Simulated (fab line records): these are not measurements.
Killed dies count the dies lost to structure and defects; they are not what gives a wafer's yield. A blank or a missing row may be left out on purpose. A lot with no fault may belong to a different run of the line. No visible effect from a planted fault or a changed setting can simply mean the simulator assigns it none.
2 desks, one fault ; flow gf180mcu ; numbers are kept per desk, each desk with only its own; the story behind them comes last

## THE METROLOGY DESK
Means of the sampled wafers that have a number, per lot and without regard to the tool the lot ran on: this is what the gauges read. Any lot whose mean is over 4 standard deviations away from the usual mean is out of limits and marked OUT; that distance is given in the brackets.
Columns: A = HV_LDD_CVD_56_THK at GF_HV_LDD_THK_MEAS_57, usual 90.3 nm; B = SAB_OVL at GF_SAB_OVL_MEAS_10, usual 0.4 nm; C = CONTACT_BOW at GF_CONTACT_BOW_MEAS_05, usual 66 um
lot;first seen here;A;B;C
L949;day 12 14:25;90.1;1.0;65
L950;day 12 18:40;89.9;0.6;63
L951;day 13 01:02;90.9;-1.1;75
L952;day 13 09:51;91.4;-1.0;61
L954;day 14 03:26;91.0;2.7;64
L956;day 14 18:51;92.5;-1.3;71
L963;day 17 06:47;89.5;-0.4;67
L964;day 17 12:16;88.2;3.2;62
L965;day 18 01:43;89.7;1.7;69
L966;day 18 04:55;91.4;2.7;71
L967;day 18 18:14;90.4;0.5;67
L969;day 19 08:04;89.0;0.4;60
L971;day 20 01:42;90.7;-0.5;53
L972;day 20 11:04;91.1;0.2;62
This desk's finding: nothing out of limits on any of the 14 lots.

## DESK OF THE TOOL OWNER: rtpAnneal-01
The tool's own readings at GF_SALICIDE_RTA_06 (time 30 s): means of the sampled wafers that have a number, for each lot that ran on this tool. Any lot whose mean is over 4 standard deviations away from the usual mean is out of limits and marked OUT; that distance is given in the brackets.
Columns: A = chamberO2Ppm at GF_SALICIDE_RTA_06, usual 1.996; B = lampPowerPct at GF_SALICIDE_RTA_06, usual 6.8 %; C = wafer_temp_C_max at GF_SALICIDE_RTA_06, usual 532.5
lot;first seen here;A;B;C
L951;day 15 17:31;1.988;7.5;532.2
L954;day 16 23:22;1502.000 (+99 or more) OUT;7.5;532.4
L956;day 17 14:22;1502.000 (+99 or more) OUT;7.5;532.0
L963;day 20 08:16;2.014;7.5;532.2
L965;day 21 03:13;2.005;7.5;532.7
L966;day 21 05:50;2.018;7.5;531.9
L969;day 22 10:45;1.996;7.5;531.9
L971;day 23 02:40;2.010;7.5;532.3
This desk's verdict: out of limits on L954, L956, starting with L954 at day 16 23:22 (chamberO2Ppm at GF_SALICIDE_RTA_06). Within limits: L951, L963, L965, L966, L969, L971.

## ALL TOGETHER
The tool owner's desk could have raised an alarm at day 16 23:22, on L954, L956.
At the metrology desk, nothing out of limits was observed.
The metrology desk holds a record of L954, L956, inside its limits.
The lots listed all ran GF_SALICIDE_RTA_06 on rtpAnneal-01.

## WHAT THE SIMULATOR PUT IN
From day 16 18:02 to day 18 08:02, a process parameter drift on rtpAnneal-01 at GF_SALICIDE_RTA_06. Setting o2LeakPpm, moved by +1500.
Lots struck among those shown: L954, L956.
Hours from the fault's start to each desk's first reading out of limits: the tool owner's desk, 5.
